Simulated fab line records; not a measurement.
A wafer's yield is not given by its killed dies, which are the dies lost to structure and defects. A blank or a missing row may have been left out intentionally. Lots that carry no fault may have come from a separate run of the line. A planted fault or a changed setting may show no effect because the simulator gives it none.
Which of the tools did it? -- flow sky130 -- 36 wafers from 12 lots sampled at 3 of the route's 708 steps

## WHAT THE GAUGES READ, wafer by wafer
SKY_CAPM_RS_MEAS_03: measures by four-point-probe.
lot,measured,on,CAPM_TIN_RS (ohm/sq)
L148,day 37 01:14,film-metro-01,6.71 6.95 6.76
L149,day 36 23:03,film-metro-01,7.04 6.94 6.97
L151,day 37 07:53,film-metro-02,6.97 7.01 6.99
L152,day 37 11:55,film-metro-01,6.91 6.90 6.89
L153,day 37 21:07,film-metro-02,7.08 7.13 7.10
L155,day 38 20:49,film-metro-01,7.03 6.98 7.03
L159,day 40 02:04,film-metro-04,6.94 6.95 7.01
L161,day 40 17:03,film-metro-02,6.93 6.91 6.91
L162,day 40 22:43,film-metro-04,6.86 6.94 7.08
L164,day 41 10:55,film-metro-01,6.90 6.85 6.86
L165,day 41 14:38,film-metro-04,6.94 6.92 6.97
L168,day 42 06:10,film-metro-02,7.03 6.98 7.09

## WHICH TOOL RAN EACH LOT (tool, then ch and the chambers of the sampled wafers, then the start)
lot,SKY_FIELD_ISO_STRIP_16,SKY_VIA2_STRIP_16
L148,"plasma-asher-04 ch 0,1, day 2 12:25","plasma-asher-01 ch 0,1, day 36 23:37"
L149,"plasma-asher-03 ch 0, day 2 12:44","plasma-asher-04 ch 1, day 36 21:26"
L151,"plasma-asher-03 ch 0, day 2 20:14","plasma-asher-03 ch 0,1, day 37 06:16"
L152,"plasma-asher-01 ch 0,1, day 2 23:36","plasma-asher-04 ch 0,1, day 37 10:14"
L153,"plasma-asher-01 ch 0,1, day 3 06:31","plasma-asher-03 ch 0,1, day 37 19:30"
L155,"plasma-asher-03 ch 0,1, day 3 16:45","plasma-asher-01 ch 0,1, day 38 18:49"
L159,"plasma-asher-03 ch 0,1, day 4 17:17","plasma-asher-04 ch 0,1, day 40 00:27"
L161,"plasma-asher-01 ch 0,1, day 5 04:47","plasma-asher-01 ch 0,1, day 40 15:23"
L162,"plasma-asher-01 ch 0,1, day 5 08:55","plasma-asher-01 ch 0,1, day 40 21:07"
L164,"plasma-asher-03 ch 0,1, day 5 18:43","plasma-asher-04 ch 0,1, day 41 09:18"
L165,"plasma-asher-03 ch 0,1, day 6 00:21","plasma-asher-01 ch 0,1, day 41 12:53"
L168,"plasma-asher-03 ch 0,1, day 6 12:58","plasma-asher-03 ch 0,1, day 42 04:31"
- SKY_FIELD_ISO_STRIP_16: strips in O2/N2.
- SKY_VIA2_STRIP_16: strips in O2/N2.

## AS READ BY THE TOOLS THEMSELVES (means over the sampled wafers that have a number; for cases with no such wafer, the mark the record gives instead)
SKY_FIELD_ISO_STRIP_16.
lot,tool,drypump-motor-current-A (A),n2-flow-sccm (sccm),oes-product-au (a.u.),strip-time-to-endpoint-s (s)
L148,plasma-asher-04,5.4,299.5,0.377,3.56
L149,plasma-asher-03,5.2,298.7,0.380,3.56
L151,plasma-asher-03,5.2,299.1,0.378,3.53
L152,plasma-asher-01,5.5,299.2,0.379,3.54
L153,plasma-asher-01,5.1,299.9,0.381,3.52
L155,plasma-asher-03,5.3,299.2,0.377,3.56
L159,plasma-asher-03,5.2,299.8,0.381,3.54
L161,plasma-asher-01,5.1,301.0,0.380,3.50
L162,plasma-asher-01,5.5,300.3,0.377,3.51
L164,plasma-asher-03,5.2,299.4,0.379,3.55
L165,plasma-asher-03,5.2,300.4,0.377,3.53
L168,plasma-asher-03,5.3,300.6,0.380,3.55

SKY_VIA2_STRIP_16.
lot,tool,drypump-motor-current-A (A),n2-flow-sccm (sccm),oes-product-au (a.u.),strip-time-to-endpoint-s (s)
L148,plasma-asher-01,5.1,299.5,0.397,4.037
L149,plasma-asher-04,5.3,300.3,0.405,4.093
L151,plasma-asher-03,5.2,299.1,0.404,4.075
L152,plasma-asher-04,5.4,300.3,0.396,4.028
L153,plasma-asher-03,5.3,300.3,0.401,4.053
L155,plasma-asher-01,5.5,299.6,0.397,4.048
L159,plasma-asher-04,5.4,300.2,0.399,4.074
L161,plasma-asher-01,5.1,299.1,0.396,4.042
L162,plasma-asher-01,5.4,299.0,0.404,4.074
L164,plasma-asher-04,5.4,299.9,0.399,4.072
L165,plasma-asher-01,5.1,300.4,0.397,4.083
L168,plasma-asher-03,5.2,299.4,0.399,4.045

## THE ANSWER, worked out from the rows above alone
Rule: the usual values come from the lots themselves. Put in order of their means at a reading, lots are off if they are a third of the lots or fewer, leave a main group of 4 or more, and stand apart from it by a gap of 3 or more times the standard deviation of the main group's means; of several such gaps the widest counts. If all means in a main group match to the digits the tables above print for the reading, that group is not used. A lot without any number at a reading at which 4 lots or more have one is off too. Where the step has rows for the other lots, those lots are counted as sound. Order of review: gauges by route order, followed by the tools' own readings, for which a lot's mean as printed above is used. At the first step where some lot is off, the reading lying furthest off is the one used; lots without a number count as furthest.
No lot is off on any of the readings shown, so nothing can be concluded from this.

## WHAT THE SIMULATOR HAD PUT IN
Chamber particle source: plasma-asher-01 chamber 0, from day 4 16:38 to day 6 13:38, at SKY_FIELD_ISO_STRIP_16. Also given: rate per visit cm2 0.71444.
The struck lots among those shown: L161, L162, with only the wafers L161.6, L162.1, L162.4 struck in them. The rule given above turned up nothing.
